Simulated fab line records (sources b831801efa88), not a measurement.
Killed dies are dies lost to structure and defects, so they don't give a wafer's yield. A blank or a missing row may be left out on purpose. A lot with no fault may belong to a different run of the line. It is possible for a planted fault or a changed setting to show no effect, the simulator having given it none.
Which tool was responsible? -- flow sky130 -- 41 wafers from 14 lots sampled at 4 of the route's 708 steps

## WHAT EACH GAUGE READ, for each wafer
SKY_METAL3_CD_MEAS_13: target cd 300 nm.
lot,measured,on,cd_nm (nm)
L240,day 39 13:00,cd_sem-02,301.0 300.7 299.4
L241,day 39 14:38,cd_sem-02,300.3 299.3 300.2
L243,day 39 14:56,cd_sem-02,300.3 300.3 299.4
L242,day 39 16:12,cd_sem-01,296.2 298.5 297.8
L244,day 41 09:29,cd_sem-02,280.2 244.8
L245,day 41 09:49,cd_sem-02,230.5 283.8 224.5
L249,day 41 21:56,cd_sem-02,301.5 300.1 300.9
L253,day 42 09:38,cd_sem-02,300.3 299.4 300.4
L255,day 42 19:59,cd_sem-01,299.6 300.4 299.0
L258,day 43 17:25,cd_sem-01,300.4 300.2 298.3
L259,day 44 06:31,cd_sem-01,300.9 300.9 300.9
L260,day 44 09:56,cd_sem-02,295.8 298.3 298.3
L261,day 44 19:40,cd_sem-01,301.3 301.1 303.3
L263,day 45 03:56,cd_sem-01,298.5 298.4 300.8

## TOOL THAT RAN EACH LOT (tool first, then ch and the chambers of the sampled wafers, then the start)
lot,SKY_VIA2_SPUTTER_20,SKY_CAPM_CVD_00,SKY_METAL3_EXPOSE_10
L240,"pvd_sputter-03, day 37 07:46","pecvd-04 ch 0,1,2, day 37 08:35","krf_scanner-02 ch 0, day 39 00:53"
L241,"pvd_sputter-01, day 37 10:01","pecvd-01 ch 0,1, day 37 10:51","krf_scanner-02 ch 0, day 39 01:57"
L243,"pvd_sputter-02, day 37 10:25","pecvd-04 ch 0,1,2, day 37 11:15","krf_scanner-01 ch 0, day 39 02:56"
L242,"pvd_sputter-03, day 37 12:22","pecvd-01 ch 0,1,2, day 37 13:20","krf_scanner-01 ch 0, day 39 04:26"
L244,"pvd_sputter-03, day 39 07:20","pecvd-01 ch 0,1, day 39 08:17","krf_scanner-01 ch 0, day 40 20:41"
L245,"pvd_sputter-01, day 39 07:35","pecvd-02 ch 0,1,2, day 39 08:29","krf_scanner-01 ch 0, day 40 21:07"
L249,"pvd_sputter-03, day 39 20:02","pecvd-01 ch 1,2, day 39 20:51","krf_scanner-02 ch 0, day 41 10:59"
L253,"pvd_sputter-01, day 40 07:11","pecvd-04 ch 0,1, day 40 08:01","krf_scanner-02 ch 0, day 41 21:23"
L255,"pvd_sputter-03, day 40 19:28","pecvd-01 ch 1,2, day 40 20:17","krf_scanner-02 ch 0, day 42 09:55"
L258,"pvd_sputter-01, day 41 18:03","pecvd-01 ch 0,1,2, day 41 18:52","krf_scanner-01 ch 0, day 43 06:44"
L259,"pvd_sputter-01, day 42 08:58","pecvd-02 ch 0,2, day 42 09:47","krf_scanner-01 ch 0, day 43 19:25"
L260,"pvd_sputter-01, day 42 11:25","pecvd-04 ch 0,1,2, day 42 12:24","krf_scanner-01 ch 0, day 43 22:22"
L261,"pvd_sputter-01, day 42 20:31","pecvd-04 ch 0,2, day 42 22:04","krf_scanner-02 ch 0, day 44 08:38"
L263,"pvd_sputter-02, day 43 05:52","pecvd-04 ch 0,2, day 43 06:41","krf_scanner-02 ch 0, day 44 16:53"
- SKY_VIA2_SPUTTER_20: material TiN, target thk 20 nm, time 80 s.
- SKY_CAPM_CVD_00: deposits SiO2, target thk 15.5 nm.
- SKY_METAL3_EXPOSE_10: exposes mask MM3, target cd 300 nm.

## WHAT THE TOOLS THEMSELVES READ (means of the sampled wafers that have a number; where no wafer has one, the mark that the record gives instead)
SKY_VIA2_SPUTTER_20.
lot,tool,throttle_valve_pct (%)
L240,pvd_sputter-03,29.9
L241,pvd_sputter-01,30.0
L243,pvd_sputter-02,29.2
L242,pvd_sputter-03,30.1
L244,pvd_sputter-03,30.8
L245,pvd_sputter-01,30.2
L249,pvd_sputter-03,29.8
L253,pvd_sputter-01,30.1
L255,pvd_sputter-03,30.0
L258,pvd_sputter-01,31.5
L259,pvd_sputter-01,30.7
L260,pvd_sputter-01,30.5
L261,pvd_sputter-01,29.4
L263,pvd_sputter-02,30.3

SKY_CAPM_CVD_00.
lot,tool,heater_power_w (W),rf_fwd_power_W (W)
L240,pecvd-04,662,441.4
L241,pecvd-01,561,442.2
L243,pecvd-04,664,439.0
L242,pecvd-01,638,444.4
L244,pecvd-01,656,443.5
L245,pecvd-02,649,439.4
L249,pecvd-01,543,443.6
L253,pecvd-04,757,440.0
L255,pecvd-01,627,442.6
L258,pecvd-01,621,443.8
L259,pecvd-02,602,439.6
L260,pecvd-04,702,439.9
L261,pecvd-04,662,440.9
L263,pecvd-04,640,439.7

## THE ANSWER, worked out from the rows above alone
Rule: the usual values come from the lots themselves. The widest of any qualifying gaps counts: lots, ordered by their means at a reading, are off when they make up no more than a third of the lots, leave a main group of 4 or more, and stand apart from it by 3 or more times the standard deviation of that group's means. A main group is skipped when, at the precision printed for the reading in the tables above, its means are all equal. Also off: a lot with no number at a reading for which 4 or more lots have one. All remaining lots with rows at the step are treated as sound. The gauges are gone through in route order, then the tools' own readings, and for those a lot's mean is taken as printed above. At the first step where some lot is off, the reading lying furthest off is the one used; lots without a number count as furthest.
Off: L244, L245 (SKY_METAL3_CD_MEAS_13, cd_nm). The main group has a mean of 299.8 nm with a standard deviation of 1.2.
A tool fits if, at a process step before that reading, it ran every lot that is off, and no sound lot after the first of them. The gauges at SKY_METAL3_CD_MEAS_13 are tried like those tools. No candidate that was tried fits.

## WHAT WAS PUT IN BY THE SIMULATOR
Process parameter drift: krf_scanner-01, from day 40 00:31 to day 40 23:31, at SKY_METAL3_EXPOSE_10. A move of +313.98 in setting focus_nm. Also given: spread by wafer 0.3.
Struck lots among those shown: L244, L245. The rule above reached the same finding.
